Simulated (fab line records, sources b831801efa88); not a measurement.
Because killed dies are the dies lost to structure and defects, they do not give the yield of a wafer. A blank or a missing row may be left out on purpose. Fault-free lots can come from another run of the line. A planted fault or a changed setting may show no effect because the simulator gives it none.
The same fault as seen by 2 desks | flow sky130 | only its own numbers are on each desk; what lay behind them is given at the end

== AT THE METROLOGY DESK ==
Means of the sampled wafers that have a number, per lot and without regard to the tool the lot ran on: this is what the gauges read. The brackets show how far a lot's mean lies from the usual mean; more than 4 standard deviations puts the lot out of limits, marked OUT. Only the readings that lie furthest out on some lot appear, 7 of the 9 it has.
Columns: A = cd_nm at SKY_VIA3_CD_MEAS_12, usual 200.2 nm; B = VIA3_OVL at SKY_VIA3_OVL_MEAS_13, usual 2 nm; C = VIA3_W_RS at SKY_VIA3_RS_MEAS_22, usual 0.292 ohm/sq; D = VIA3_W_THK at SKY_VIA3_THK_MEAS_23, usual 389 nm; E = CAP2M_CVD_00_THK at SKY_CAP2M_THK_MEAS_01, usual 15.55 nm; F = CAP2M_TIN_RS at SKY_CAP2M_RS_MEAS_03, usual 6.89 ohm/sq; G = CAP2M_OVL at SKY_CAP2M_OVL_MEAS_12, usual 0.5 nm
lot  | first seen here | A     | B  | C     | D   | E     | F    | G
L507 | day 39 00:16    | 201.5 | 4  | 0.294 | 385 | 15.66 | 6.91 | -0.0
L508 | day 39 05:21    | 199.8 | -3 | 0.294 | 388 | 15.53 | 6.82 | 1.0
L513 | day 40 23:23    | 200.9 | 5  | 0.292 | 392 | 15.30 | 6.86 | -0.7
L514 | day 41 05:32    | 198.9 | 4  | 0.293 | 391 | 15.48 | 6.90 | 1.8
L526 | day 44 11:39    | 201.0 | 6  | 0.292 | 391 | 15.64 | 6.90 | 0.3
L527 | day 44 16:20    | 200.8 | 7  | 0.288 | 400 | 15.69 | 6.92 | 0.8
Finding of this desk: none of the 6 lots has anything out of limits.

== DESK OF THE TOOL OWNER: rie_diel-04 ==
The tool's own readings at SKY_VIA3_ETCH_15 (etches SiO2 in C4F8/O2/Ar, stops on TiN, target depth 507 nm, time 78 s): means of the sampled wafers that have a number, for each lot that ran on this tool. The brackets show how far a lot's mean lies from the usual mean; more than 4 standard deviations puts the lot out of limits, marked OUT.
Columns: A = oes_product_au at SKY_VIA3_ETCH_15, usual 0.946 a.u.
lot  | first seen here | A
L508 | day 40 05:59    | 0.944
L513 | day 41 23:56    | 0.949
L514 | day 42 05:05    | 0.943
Finding of this desk: none of the 3 lots has anything out of limits.

== ALL TOGETHER ==
Nothing out of limits was seen by the metrology desk.
The tool owner's desk saw nothing out of limits.

== WHAT THE SIMULATOR HAD INSERTED ==
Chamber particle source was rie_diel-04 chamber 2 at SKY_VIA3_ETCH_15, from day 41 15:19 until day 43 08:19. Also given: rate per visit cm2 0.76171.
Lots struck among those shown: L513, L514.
